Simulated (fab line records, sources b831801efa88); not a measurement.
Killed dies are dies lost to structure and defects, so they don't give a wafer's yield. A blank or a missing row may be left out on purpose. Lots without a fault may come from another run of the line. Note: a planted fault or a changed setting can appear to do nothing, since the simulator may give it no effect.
fab line records	flow gf180mcu	part 1 of 2: steps 1 to 33 of 43
[record] lots = 5	wafers = 15	last_day = 33
route steps=602 shown M4@456 V4@476
lots that met no fault: from a run of the same line without faults
start_h: hours from the record's opening day to when the first of the lot's shown wafers began	wait_h: hours elapsed since this lot's preceding step	" the same as in the row above	L1.1+2: several wafers, shown together as one row	- no value, or no start given	* or withheld: withheld	< > ~ a bound
route shown NAME@n: NAME is a module with steps in the file, n the number in the route of the first one	usual: the fault-free wafers' mean and standard deviation	same: alike in all rows	chamber/n: place in a boat	sites: each site's reading	_std_site: the values' standard deviation	_edge_site: outer sites' mean less inner sites'	radius_mm: for every site, how far away it sits from the centre of the wafer	mask NAME#n: copy n	behind: the last tool/chamber to shape the wafer	hold: cause of the lot's hold/its duration in hours/its outcome	device: names the non-switching transistor (n, p or np)	end of line: tests run on the same wafers once the route is complete	step lacking rows: just its recipe	killed: dies lost to structure and defects at the first sort, not the wafer's yield	map: shows each die of a wafer: x if killed, . if not, _ if none is there
set.NAME: the setting that was run; set.NAME@STEP: the one run at that earlier step	model.NAME: the simulator's own value behind a step, which no gauge read
certain route steps with their lots: each step a table, each wafer a row
services: when a tool's chamber went out of use (start_h, in hours from the record's first day, below 0 if earlier), for how many hours, and the reason
[[steps]]
[step GF_M4_SPUTTER_00]
[recipe] material = Ti	target_thk_nm = 37.5	arriving_ion_energy_ev = 80	substrate_temp_c = 200	chamber_pressure_pa = 2	power_w = 4000	time_s = 150
[usual] throttle_valve_pct = 29.8/0.94
lot.wafer	tool	chamber	start_h	wait_h	throttle_valve_pct
L076.1	pvd_sputter-01	-	524.13	0.1	30.2
L076.4	"	-	"	"	30.8
L076.5	"	-	"	"	28.9
L079.1	pvd_sputter-02	-	550.63	0.2	31.1
L079.2	"	-	"	"	28.6
L079.5	"	-	"	"	30.9
L082.1	pvd_sputter-01	-	577.23	0.2	30.9
L082.5	"	-	"	"	31.0
L082.6	"	-	"	"	28.8
L086.1	pvd_sputter-03	-	629.83	0.2	30.6
L086.3	"	-	"	"	29.0
L086.4	"	-	"	"	29.4
L093.2	pvd_sputter-01	-	671.70	0.2	30.8
L093.5	"	-	"	"	30.0
L093.6	"	-	"	"	30.6
[step GF_M4_SPUTTER_01]
[recipe] material = TiN	target_thk_nm = 30	power_w = 6500	time_s = 25	chamber_pressure_pa = 0.4
[usual] throttle_valve_pct = 29.8/0.93
lot.wafer	tool	chamber	start_h	wait_h	throttle_valve_pct
L076.1	pvd_sputter-01	-	524.23	0.1	30.2
L076.4	"	-	"	"	30.8
L076.5	"	-	"	"	28.6
L079.1	pvd_sputter-02	-	550.73	0.1	30.9
L079.2	"	-	"	"	28.8
L079.5	"	-	"	"	31.2
L082.1	pvd_sputter-01	-	577.33	0.1	30.9
L082.5	"	-	"	"	30.7
L082.6	"	-	"	"	28.9
L086.1	pvd_sputter-03	-	629.93	0.1	30.7
L086.3	"	-	"	"	28.7
L086.4	"	-	"	"	29.5
L093.2	pvd_sputter-01	-	671.80	0.1	30.6
L093.5	"	-	"	"	30.0
L093.6	"	-	"	"	30.6
[step GF_M4_SPUTTER_02]
[recipe] material = AlCu	target_thk_nm = 450	power_w = 10600	time_s = 23.9	chamber_pressure_pa = 0.4
[usual] throttle_valve_pct = 29.8/0.96
lot.wafer	tool	chamber	start_h	wait_h	throttle_valve_pct
L076.1	pvd_sputter-01	-	524.26	0.0	30.2
L076.4	"	-	"	"	30.8
L076.5	"	-	"	"	28.6
L079.1	pvd_sputter-02	-	550.76	0.0	31.1
L079.2	"	-	"	"	28.5
L079.5	"	-	"	"	30.9
L082.1	pvd_sputter-01	-	577.36	0.0	30.7
L082.5	"	-	"	"	31.0
L082.6	"	-	"	"	28.8
L086.1	pvd_sputter-03	-	629.96	0.0	30.8
L086.3	"	-	"	"	28.9
L086.4	"	-	"	"	29.3
L093.2	pvd_sputter-01	-	671.83	0.0	30.7
L093.5	"	-	"	"	30.2
L093.6	"	-	"	"	31.1
[step GF_M4_SPUTTER_03]
[recipe] material = Ti	target_thk_nm = 10	substrate_temp_c = 300	chamber_pressure_pa = 0.3	power_w = 3000	time_s = 6.7
[usual] throttle_valve_pct = 29.8/0.95
lot.wafer	tool	chamber	start_h	wait_h	throttle_valve_pct
L076.1	pvd_sputter-01	-	524.29	0.0	30.3
L076.4	"	-	"	"	30.9
L076.5	"	-	"	"	28.9
L079.1	pvd_sputter-02	-	550.79	0.0	30.8
L079.2	"	-	"	"	28.7
L079.5	"	-	"	"	30.9
L082.1	pvd_sputter-01	-	577.39	0.0	30.5
L082.5	"	-	"	"	30.6
L082.6	"	-	"	"	28.6
L086.1	pvd_sputter-03	-	629.99	0.0	30.7
L086.3	"	-	"	"	28.9
L086.4	"	-	"	"	29.5
L093.2	pvd_sputter-01	-	671.86	0.0	30.7
L093.5	"	-	"	"	30.0
L093.6	"	-	"	"	30.7
[step GF_M4_SPUTTER_04]
[recipe] material = TiN	target_thk_nm = 50	power_w = 6500	time_s = 41.7	chamber_pressure_pa = 0.4
[usual] throttle_valve_pct = 29.8/0.94
lot.wafer	tool	chamber	start_h	wait_h	throttle_valve_pct
L076.1	pvd_sputter-01	-	524.31	0.0	30.0
L076.4	"	-	"	"	30.7
L076.5	"	-	"	"	29.0
L079.1	pvd_sputter-02	-	550.81	0.0	30.8
L079.2	"	-	"	"	28.7
L079.5	"	-	"	"	30.9
L082.1	pvd_sputter-01	-	577.41	0.0	30.7
L082.5	"	-	"	"	30.8
L082.6	"	-	"	"	28.8
L086.1	pvd_sputter-03	-	630.01	0.0	30.7
L086.3	"	-	"	"	28.8
L086.4	"	-	"	"	29.4
L093.2	pvd_sputter-01	-	671.88	0.0	30.7
L093.5	"	-	"	"	30.3
L093.6	"	-	"	"	30.7
[step GF_M4_RS_MEAS_05]
[recipe] thk_meas_gauge = four-point-probe	reads = TiN_of_M4_SPUTTER_04+Ti_of_M4_SPUTTER_03+AlCu_of_M4_SPUTTER_02+TiN_of_M4_SPUTTER_01+Ti_of_M4_SPUTTER_00
[usual] M4_ALCU_RS = 0.0693/0.0009
lot.wafer	tool	chamber	start_h	wait_h	M4_ALCU_RS[ohm/sq]
L076.1	film_metro-02	-	524.35	0.0	0.0704
L076.4	"	-	"	"	0.0704
L076.5	"	-	"	"	0.0703
L079.1	film_metro-01	-	550.85	0.0	0.0687
L079.2	"	-	"	"	0.0684
L079.5	"	-	"	"	0.0690
L082.1	film_metro-02	-	577.45	0.0	0.0704
L082.5	"	-	"	"	0.0700
L082.6	"	-	"	"	0.0700
L086.1	film_metro-04	-	630.05	0.0	0.0710
L086.3	"	-	"	"	0.0709
L086.4	"	-	"	"	0.0710
L093.2	film_metro-02	-	671.94	0.0	0.0694
L093.5	"	-	"	"	0.0701
L093.6	"	-	"	"	0.0693
[step GF_M4_THK_MEAS_06]
[recipe] thk_meas_gauge = xrf	reads = AlCu_of_M4_SPUTTER_02
[usual] M4_ALCU_THK = 445/6.2
lot.wafer	tool	chamber	start_h	wait_h	M4_ALCU_THK[nm]
L076.1	film_metro-02	-	524.47	0.1	437
L076.4	"	-	"	"	440
L076.5	"	-	"	"	441
L079.1	film_metro-01	-	550.97	0.1	447
L079.2	"	-	"	"	451
L079.5	"	-	"	"	448
L082.1	film_metro-02	-	577.57	0.1	438
L082.5	"	-	"	"	436
L082.6	"	-	"	"	440
L086.1	film_metro-04	-	630.17	0.1	444
L086.3	"	-	"	"	441
L086.4	"	-	"	"	443
L093.2	film_metro-02	-	672.05	0.1	444
L093.5	"	-	"	"	441
L093.6	"	-	"	"	444
[step GF_M4_DEHYDRATE_07]
[recipe] temp_c = 200	time_s = 60
lot.wafer	tool	chamber	start_h	wait_h
L076.1+4+5	litho_track-02	0	535.13	10.6
L079.1+2+5	litho_track-01	0	561.51	10.5
L082.1+5+6	litho_track-03	0	587.72	10.1
L086.1+3+4	litho_track-02	0	639.73	9.6
L093.2+5+6	litho_track-03	0	680.05	8.0
[step GF_M4_HMDS_08]
[recipe] prime_time_s = 60	prime_temp_c = 120
lot.wafer	tool	chamber	start_h	wait_h
L076.1+4+5	litho_track-02	0	535.28	0.1
L079.1+2+5	litho_track-01	0	561.66	0.1
L082.1+5+6	litho_track-03	0	587.87	0.1
L086.1+3+4	litho_track-02	0	639.88	0.1
L093.2+5+6	litho_track-03	0	680.20	0.1
[step GF_M4_COAT_09]
[recipe] resist = KrF	spin_rpm = withheld	resist_thk_nm = 1000
lot.wafer	tool	chamber	start_h	wait_h
L076.1+4+5	litho_track-02	0	535.43	0.1
L079.1+2+5	litho_track-01	0	561.81	0.1
L082.1+5+6	litho_track-03	0	588.02	0.1
L086.1+3+4	litho_track-02	0	640.03	0.1
L093.2+5+6	litho_track-03	0	680.35	0.1
[step GF_M4_SOFTBAKE_10]
[recipe] temp_c = 130	time_s = 60	resist = KrF
lot.wafer	tool	chamber	start_h	wait_h
L076.1+4+5	litho_track-02	0	535.58	0.1
L079.1+2+5	litho_track-01	0	561.96	0.1
L082.1+5+6	litho_track-03	0	588.17	0.1
L086.1+3+4	litho_track-02	0	640.18	0.1
L093.2+5+6	litho_track-03	0	680.50	0.1
[step GF_M4_EXPOSE_11]
[recipe] mask_id = Metal4	target_cd_nm = 280	na = 0.68	source_shape = conventional	sigma_outer = 0.6	dose_mj = 28
lot.wafer	tool	chamber	start_h	wait_h	mask
L076.1+4+5	krf_scanner-02	0	-	-	Metal4#0
L079.1+2+5	krf_scanner-02	0	-	-	Metal4#0
L082.1+5+6	krf_scanner-01	0	-	-	Metal4#0
L086.1+3+4	krf_scanner-01	0	-	-	Metal4#0
L093.2+5+6	krf_scanner-01	0	-	-	Metal4#0
[step GF_M4_PEB_12]
[recipe] peb_temp_c = 135	peb_time_s = 90	resist = KrF
lot.wafer	tool	chamber	start_h	wait_h
L076.1+4+5	litho_track-03	0	-	-
L079.1+2+5	litho_track-02	0	-	-
L082.1+5+6	litho_track-02	0	-	-
L086.1+3+4	litho_track-01	0	-	-
L093.2+5+6	litho_track-03	0	-	-
[step GF_M4_DEVELOP_13]
[recipe] develop_time_s = 60	dev_temp_c = 21
lot.wafer	tool	chamber	start_h	wait_h
L076.1+4+5	litho_track-03	0	546.17	0.2
L079.1+2+5	litho_track-02	0	572.58	0.2
L082.1+5+6	litho_track-02	0	599.03	0.2
L086.1+3+4	litho_track-01	0	649.71	0.2
L093.2+5+6	litho_track-03	0	689.80	0.2
[step GF_M4_CD_MEAS_14]
[recipe] target_cd_nm = 280
[usual] cd_nm = 280.0/1.2
lot.wafer	tool	chamber	start_h	wait_h	cd_nm
L076.1	cd_sem-01	-	546.32	0.1	281.0
L076.4	"	-	"	"	280.0
L076.5	"	-	"	"	280.6
L079.1	cd_sem-02	-	572.73	0.1	279.7
L079.2	"	-	"	"	281.3
L079.5	"	-	"	"	280.3
L082.1	cd_sem-02	-	599.18	0.1	279.4
L082.5	"	-	"	"	278.4
L082.6	"	-	"	"	278.9
L086.1	cd_sem-02	-	649.86	0.1	282.6
L086.3	"	-	"	"	281.1
L086.4	"	-	"	"	280.8
L093.2	cd_sem-02	-	689.94	0.1	279.1
L093.5	"	-	"	"	279.9
L093.6	"	-	"	"	279.2
[step GF_M4_OVL_MEAS_15]
[usual] M4_OVL = -1/5.5
lot.wafer	tool	chamber	start_h	wait_h	M4_OVL[nm]
L076.1	overlay-01	-	546.44	0.1	-7
L076.4	"	-	"	"	-3
L076.5	"	-	"	"	-10
L079.1	overlay-01	-	572.85	0.1	9
L079.2	"	-	"	"	5
L079.5	"	-	"	"	12
L082.1	overlay-02	-	599.30	0.1	8
L082.5	"	-	"	"	2
L082.6	"	-	"	"	4
L086.1	overlay-01	-	649.98	0.1	-4
L086.3	"	-	"	"	-4
L086.4	"	-	"	"	10
L093.2	overlay-02	-	690.05	0.1	11
L093.5	"	-	"	"	1
L093.6	"	-	"	"	3
[step GF_M4_METAL_ETCH_16]
[recipe] chemistry = Cl2/BCl3	mask_material = KrF	target_depth_nm = 750.8	stop_on = SiO2	pressure_mtorr = 8	icp_w = 800	bias_w = 140	Cl2_flow_sccm = 80	bcl3_flow_sccm = 40	time_s = 125.1
[usual] drypump_motor_current_A = 5.8/0.46	he_backside_leak_sccm = 3.33/0.19	oes_product_au = 0.990/0.0056	throttle_valve_pct = 28.231/0.01
lot.wafer	tool	chamber	start_h	wait_h	drypump_motor_current_A	he_backside_leak_sccm	oes_product_au	rf_hours_counter_h	throttle_valve_pct
L076.1	rie_metal-03	0	546.48	0.0	5.0	3.48	0.981	11	28.239
L076.4	"	0	"	"	5.0	3.58	0.980	-	28.256
L076.5	"	0	"	"	5.0	3.58	0.991	-	28.227
L079.1	rie_metal-02	1	572.89	0.0	6.1	3.25	0.983	6	28.227
L079.2	"	0	"	"	5.1	3.48	0.992	11	28.208
L079.5	"	0	"	"	5.1	3.45	0.989	-	28.240
L082.1	rie_metal-01	1	599.34	0.0	5.9	3.50	0.986	12	28.245
L082.5	"	1	"	"	5.9	3.39	1.003	-	28.225
L082.6	"	0	"	"	6.3	3.11	0.999	-	28.232
L086.1	rie_metal-02	1	650.02	0.0	6.1	3.18	0.994	9	28.215
L086.3	"	1	"	"	6.1	3.23	0.994	-	28.235
L086.4	"	1	"	"	6.1	3.14	0.983	-	28.237
L093.2	rie_metal-01	0	690.08	0.0	6.3	3.32	0.982	3	28.239
L093.5	"	0	"	"	6.3	3.27	0.985	-	28.240
L093.6	"	1	"	"	5.9	3.37	0.997	-	28.226
[step GF_M4_STRIP_17]
[recipe] chemistry = O2/N2	power_w = 1400	pressure_mtorr = 1500	platen_temp_c = 250	o2_flow_sccm = 3000	n2_flow_sccm = 300	overash_fraction = 0.5
[usual] drypump_motor_current_A = 5.8/0.47	heater_power_w = 321/22	oes_product_au = 0.538/0.0049	strip_time_to_endpoint_s = 7.38/0.036
lot.wafer	tool	chamber	start_h	wait_h	drypump_motor_current_A	heater_power_w	oes_product_au	rf_hours_counter_h	strip_time_to_endpoint_s
L076.1	plasma_asher-02	1	546.61	0.1	5.7	342	0.541	46	7.42
L076.4	"	1	"	"	5.7	336	0.539	-	7.40
L076.5	"	1	"	"	5.7	334	0.534	-	7.41
L079.1	plasma_asher-04	0	573.02	0.1	5.3	334	0.534	93	7.40
L079.2	"	1	"	"	5.7	320	0.538	93	7.38
L079.5	"	1	"	"	5.7	326	0.538	-	7.36
L082.1	plasma_asher-03	1	599.46	0.1	5.5	292	0.532	78	7.36
L082.5	"	0	"	"	6.6	313	0.542	-	7.35
L082.6	"	1	"	"	5.5	291	0.534	-	7.34
L086.1	plasma_asher-02	1	650.28	0.2	5.7	332	0.545	58	7.39
L086.3	"	0	"	"	5.5	346	0.537	-	7.41
L086.4	"	1	"	"	5.7	339	0.542	-	7.44
L093.2	plasma_asher-03	0	690.21	0.1	6.6	303	0.542	87	7.41
L093.5	"	0	"	"	6.6	299	0.541	-	7.38
L093.6	"	1	"	"	5.5	295	0.532	-	7.37
[step GF_M4_STRIP_18]
[recipe] chemistry = post_etch_residue_remover	time_s = 1200	temp_c = 72.5
lot.wafer	tool	chamber	start_h	wait_h
L076.1+4+5	wet_bench-02	0	546.71	0.1
L079.1+2+5	wet_bench-03	3	573.12	0.1
L082.1+5+6	wet_bench-02	3	599.56	0.1
L086.1+3+4	wet_bench-01	2	650.38	0.1
L093.2+5+6	wet_bench-03	3	690.31	0.1
[step GF_M4_CLEAN_19]
[recipe] chemistry = DIW	dry = n2_spin
lot.wafer	tool	chamber	start_h	wait_h
L076.1+4+5	wet_bench-03	1	547.05	0.0
L079.1+2+5	wet_bench-01	0	573.46	0.0
L082.1+5+6	wet_bench-01	0	599.91	0.0
L086.1+3+4	wet_bench-03	1	650.75	0.0
L093.2+5+6	wet_bench-01	1	690.65	0.0
[step GF_V4_CVD_00]
[recipe] material = SiO2	target_thk_nm = 600	sigma_open_frac = 0.3	temp_c = 400	time_s = 100	sih4_flow_sccm = 58.16	pressure_mtorr = 6
lot.wafer	tool	chamber	start_h	wait_h
L076.1+4+5	hdpcvd-01	2,2,1	547.15	0.0
L079.1+2+5	hdpcvd-02	0,1,0	573.55	0.0
L082.1+5+6	hdpcvd-01	2,2,0	600.00	0.0
L086.1+3+4	hdpcvd-02	2,1,1	650.84	0.0
L093.2+5+6	hdpcvd-01	0,1,0	690.74	0.0
[step GF_V4_THK_MEAS_01]
[recipe] reads = SiO2_of_V4_CVD_00
[usual] V4_CVD_00_THK = 585/5.2
lot.wafer	tool	chamber	start_h	wait_h	V4_CVD_00_THK[nm]
L076.1	film_metro-04	-	547.22	0.0	582
L076.4	"	-	"	"	584
L076.5	"	-	"	"	581
L079.1	film_metro-02	-	573.62	0.0	584
L079.2	"	-	"	"	584
L079.5	"	-	"	"	585
L082.1	film_metro-02	-	600.07	0.0	580
L082.5	"	-	"	"	579
L082.6	"	-	"	"	582
L086.1	film_metro-03	-	650.92	0.0	589
L086.3	"	-	"	"	589
L086.4	"	-	"	"	586
L093.2	film_metro-04	-	690.82	0.0	585
L093.5	"	-	"	"	584
L093.6	"	-	"	"	589
[step GF_V4_CVD_02]
[recipe] material = SiO2	target_thk_nm = 850	precursor = TEOS	temp_c = 400	time_s = 94.851	rf_w = 600
[usual] heater_power_outer_w = 356/66	heater_power_w = 655/110
lot.wafer	tool	chamber	start_h	wait_h	heater_power_outer_w	heater_power_w	since_wet_clean_h
L076.1	pecvd-04	1	547.28	0.1	293	523	789
L076.4	"	2	"	"	382	679	-
L076.5	"	1	"	"	324	550	-
L079.1	pecvd-03	1	573.68	0.1	339	607	399
L079.2	"	0	"	"	272	492	399
L079.5	"	2	"	"	341	575	-
L082.1	pecvd-02	1	600.13	0.1	362	616	634
L082.5	"	0	"	"	479	836	-
L082.6	"	2	"	"	362	761	-
L086.1	pecvd-04	1	650.98	0.1	242	477	46
L086.3	"	0	"	"	395	740	46
L086.4	"	0	"	"	443	809	-
L093.2	pecvd-02	1	690.87	0.0	368	649	725
L093.5	"	2	"	"	282	657	-
L093.6	"	1	"	"	324	592	-
[step GF_V4_THK_MEAS_03]
[recipe] reads = SiO2_of_V4_CVD_02
[usual] V4_CVD_02_THK = 847/11
lot.wafer	tool	chamber	start_h	wait_h	V4_CVD_02_THK[nm]
L076.1	film_metro-03	-	547.35	0.0	838
L076.4	"	-	"	"	853
L076.5	"	-	"	"	856
L079.1	film_metro-04	-	573.75	0.0	838
L079.2	"	-	"	"	846
L079.5	"	-	"	"	852
L082.1	film_metro-04	-	600.20	0.0	852
L082.5	"	-	"	"	863
L082.6	"	-	"	"	872
L086.1	film_metro-02	-	651.04	0.0	834
L086.3	"	-	"	"	845
L086.4	"	-	"	"	855
L093.2	film_metro-03	-	690.99	0.1	837
L093.5	"	-	"	"	837
L093.6	"	-	"	"	850
[step GF_V4_CMP_04]
[recipe] material = SiO2	down_force_psi = 4	platen_rpm = 60	pad_velocity_m_s = 0.94248
[usual] motor_current_A = 11.3/1.2	time_to_endpoint_s = 74/4.8
lot.wafer	tool	chamber	start_h	wait_h	motor_current_A	time_to_endpoint_s
L076.4	cmp-02	1	547.41	0.0	13.3	73
L076.1	"	2	"	"	10.3	71
L076.5	"	2	"	"	9.9	75
L079.2	cmp-01	2	574.17	0.4	10.4	72
L079.1	"	1	"	"	13.0	70
L079.5	"	3	"	"	12.0	76
L082.1	cmp-01	3	600.36	0.1	11.4	74
L082.5	"	1	"	"	12.9	81
L082.6	"	2	"	"	10.5	85
L086.3	cmp-02	2	651.10	0.0	9.6	73
L086.4	"	3	"	"	11.3	82
L086.1	"	1	"	"	12.9	70
L093.2	cmp-01	2	691.04	0.0	10.9	73
L093.6	"	2	"	"	10.7	77
L093.5	"	3	"	"	11.8	69
[step GF_V4_BOW_MEAS_05]
[recipe] mode = bow
[usual] V4_BOW = 139/8
lot.wafer	tool	chamber	start_h	wait_h	V4_BOW[um]
L076.1	film_metro-04	-	547.71	0.2	136
L076.4	"	-	"	"	141
L076.5	"	-	"	"	151
L079.1	film_metro-02	-	574.47	0.1	139
L079.2	"	-	"	"	155
L079.5	"	-	"	"	146
L082.1	film_metro-02	-	600.56	0.1	132
L082.5	"	-	"	"	132
L082.6	"	-	"	"	117
L086.1	film_metro-04	-	651.40	0.1	128
L086.3	"	-	"	"	138
L086.4	"	-	"	"	145
L093.2	film_metro-04	-	691.36	0.3	144
L093.5	"	-	"	"	135
L093.6	"	-	"	"	135
[step GF_V4_DEHYDRATE_06]
[recipe] temp_c = 200	time_s = 60
lot.wafer	tool	chamber	start_h	wait_h
L076.1+4+5	litho_track-04	0	558.46	10.7
L079.1+2+5	litho_track-02	0	584.68	10.2
L082.1+5+6	litho_track-04	0	610.61	10.0
L086.1+3+4	litho_track-04	0	660.56	9.1
L093.2+5+6	litho_track-04	0	699.93	8.6
[step GF_V4_HMDS_07]
[recipe] prime_time_s = 60	prime_temp_c = 120
lot.wafer	tool	chamber	start_h	wait_h
L076.1+4+5	litho_track-04	0	558.61	0.1
L079.1+2+5	litho_track-02	0	584.83	0.1
L082.1+5+6	litho_track-04	0	610.76	0.1
L086.1+3+4	litho_track-04	0	660.71	0.1
L093.2+5+6	litho_track-04	0	700.08	0.1
[step GF_V4_COAT_08]
[recipe] resist = BARC	temp_c = withheld	time_s = withheld	spin_rpm = withheld	resist_thk_nm = withheld
lot.wafer	tool	chamber	start_h	wait_h
L076.1+4+5	litho_track-04	0	558.76	0.1
L079.1+2+5	litho_track-02	0	584.98	0.1
L082.1+5+6	litho_track-04	0	610.91	0.1
L086.1+3+4	litho_track-04	0	660.86	0.1
L093.2+5+6	litho_track-04	0	700.23	0.1
[step GF_V4_COAT_09]
[recipe] resist = KrF	spin_rpm = withheld	resist_thk_nm = 1000
lot.wafer	tool	chamber	start_h	wait_h
L076.1+4+5	litho_track-04	0	-	-
L079.1+2+5	litho_track-02	0	-	-
L082.1+5+6	litho_track-04	0	-	-
L086.1+3+4	litho_track-04	0	-	-
L093.2+5+6	litho_track-04	0	-	-
[step GF_V4_SOFTBAKE_10]
[recipe] temp_c = 130	time_s = 60	resist = KrF
lot.wafer	tool	chamber	start_h	wait_h
L076.1+4+5	litho_track-04	0	-	-
L079.1+2+5	litho_track-02	0	-	-
L082.1+5+6	litho_track-04	0	-	-
L086.1+3+4	litho_track-04	0	-	-
L093.2+5+6	litho_track-04	0	-	-
[step GF_V4_EXPOSE_11]
[recipe] mask_id = Via4	target_cd_nm = 260	na = 0.68	source_shape = conventional	sigma_outer = 0.6	dose_mj = 38
lot.wafer	tool	chamber	start_h	wait_h	mask
L076.1+4+5	krf_scanner-01	0	-	-	Via4#0
L079.1+2+5	krf_scanner-02	0	-	-	Via4#0
L082.1+5+6	krf_scanner-01	0	-	-	Via4#0
L086.1+3+4	krf_scanner-01	0	-	-	Via4#0
L093.2+5+6	krf_scanner-01	0	-	-	Via4#0
[step GF_V4_PEB_12]
[recipe] peb_temp_c = 135	peb_time_s = 90	resist = KrF
lot.wafer	tool	chamber	start_h	wait_h
L076.1+4+5	litho_track-04	0	-	-
L079.1+2+5	litho_track-04	0	-	-
L082.1+5+6	litho_track-04	0	-	-
L086.1+3+4	litho_track-02	0	-	-
L093.2+5+6	litho_track-04	0	-	-
